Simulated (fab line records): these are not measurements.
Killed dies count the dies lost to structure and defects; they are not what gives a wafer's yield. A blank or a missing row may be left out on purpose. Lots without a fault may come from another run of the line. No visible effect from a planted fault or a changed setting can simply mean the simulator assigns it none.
What tool caused it? ; flow sky130 ; 14 lots with 42 wafers sampled at 3 steps, on a route of 708 steps

WHAT EACH GAUGE READ, for each wafer
SKY_NWELL_THK_MEAS_02. Usual: for NWELL_OXIDATION_THK the level is 9.96 nm and the standard deviation is 0.24.
lot;measured;on;NWELL_OXIDATION_THK (nm);flag
L639;day 2 15:08;film metro-02;9.98 10.15 9.98;
L641;day 2 22:08;film metro-03;9.67 9.39 9.58;
L642;day 3 03:40;film metro-02;9.94 9.96 10.00;
L643;day 3 08:56;film metro-03;9.89 9.91 10.01;
L644;day 3 15:02;film metro-01;9.75 9.75 9.90;
L645;day 3 22:43;film metro-02;9.86 10.04 9.91;
L648;day 4 12:22;film metro-02;9.89 9.87 9.76;
L649;day 4 17:48;film metro-03;10.11 10.21 10.20;
L651;day 5 01:31;film metro-02;9.73 9.73 9.75;
L655;day 6 00:07;film metro-01;10.00 9.84 10.10;
L656;day 6 04:05;film metro-01;9.84 9.90 9.74;
L657;day 6 08:13;film metro-01;10.27 10.32 10.29;
L661;day 7 07:01;film metro-03;9.88 9.92 9.81;
L662;day 7 09:55;film metro-01;9.95 10.21 10.02;

SKY_VT_ADJUST_HVTP_CD_MEAS_07 targets a cd of 380 nm. Usual: 379.5 nm for cd nm, sd 2.2.
lot;measured;on;cd nm (nm);flag
L639;day 6 05:59;cd sem-01;380.2 377.5 381.0;
L641;day 6 13:40;cd sem-02;378.1 378.6 377.2;
L642;day 6 20:53;cd sem-01;385.5 383.1 382.6;
L643;day 7 03:28;cd sem-02;378.6 381.1 378.7;
L644;day 7 11:08;cd sem-01;377.3 379.3 378.8;
L645;day 7 20:39;cd sem-01;380.6 379.6 380.5;
L648;day 8 13:59;cd sem-01;377.6 376.5 376.9;
L649;day 8 20:19;cd sem-02;383.3 379.2 378.8;
L651;day 9 06:03;cd sem-02;380.3 382.2 380.3;
L655;day 10 08:52;cd sem-01;380.3 381.9 376.7;
L656;day 10 13:34;cd sem-01;379.2 379.2 380.0;
L657;day 10 17:51;cd sem-01;380.6 380.9 379.6;
L661;day 11 22:54;cd sem-01;376.4 377.6 376.3;
L662;day 12 01:58;cd sem-01;379.8 381.8 379.7;

SKY_VT_ADJUST_LVTN_TW_MEAS_10. Usual: for VT_ADJUST_LVTN_TW the level is 241.2 and the standard deviation is 1.7.
lot;measured;on;VT_ADJUST_LVTN_TW;flag
L639;day 7 01:50;film metro-02;241.8 241.9 240.7;
L641;day 7 09:54;film metro-02;240.8 239.3 242.5;
L642;day 7 17:40;film metro-01;243.8 242.0 244.1;
L643;day 8 00:25;film metro-01;240.9 241.1 241.9;
L644;day 8 08:32;film metro-01;241.1 242.4 242.3;
L645;day 8 18:48;film metro-04;239.7 241.0 239.5;
L648;day 9 12:05;film metro-02;241.4 241.7 240.6;
L649;day 9 18:34;film metro-04;240.3 241.0 239.6;
L651;day 10 05:08;film metro-01;243.4 242.2 243.1;
L655;day 11 08:32;film metro-02;241.5 240.1 239.8;
L656;day 11 13:18;film metro-04;240.1 240.5 240.8;
L657;day 11 17:37;film metro-01;243.3 245.1 245.0;
L661;day 13 00:05;film metro-01;246.7 244.3 245.1;
L662;day 13 03:23;film metro-04;242.5 241.9 242.6;

WHAT TOOL EACH LOT RAN ON (gives the tool, then ch and the chambers of the sampled wafers, and finally the start)
Before these readings, the record contains no process step.

WHAT THE TOOLS THEMSELVES READ (means of the sampled wafers that have a number; where no wafer has one, the mark that the record gives instead)
The record holds no such reading with a usual standard deviation.

THE ANSWER, worked out from the rows above alone
Rule: a lot counts as off when the mean over its wafers that have a number is more than 3 standard deviations away from the usual mean. A lot without any number at a reading at which 4 lots or more have one is off too. Any other lot the step has rows for is counted as sound. Order of review: gauges by route order, followed by the tools' own readings, for which a lot's mean as printed above is used. The first step at which some lot is off is used, and at that step the reading that is off furthest; a lot without a number counts as furthest.
None of the lots is off at any reading shown; this tells nothing.

WHAT THE SIMULATOR HAD INSERTED
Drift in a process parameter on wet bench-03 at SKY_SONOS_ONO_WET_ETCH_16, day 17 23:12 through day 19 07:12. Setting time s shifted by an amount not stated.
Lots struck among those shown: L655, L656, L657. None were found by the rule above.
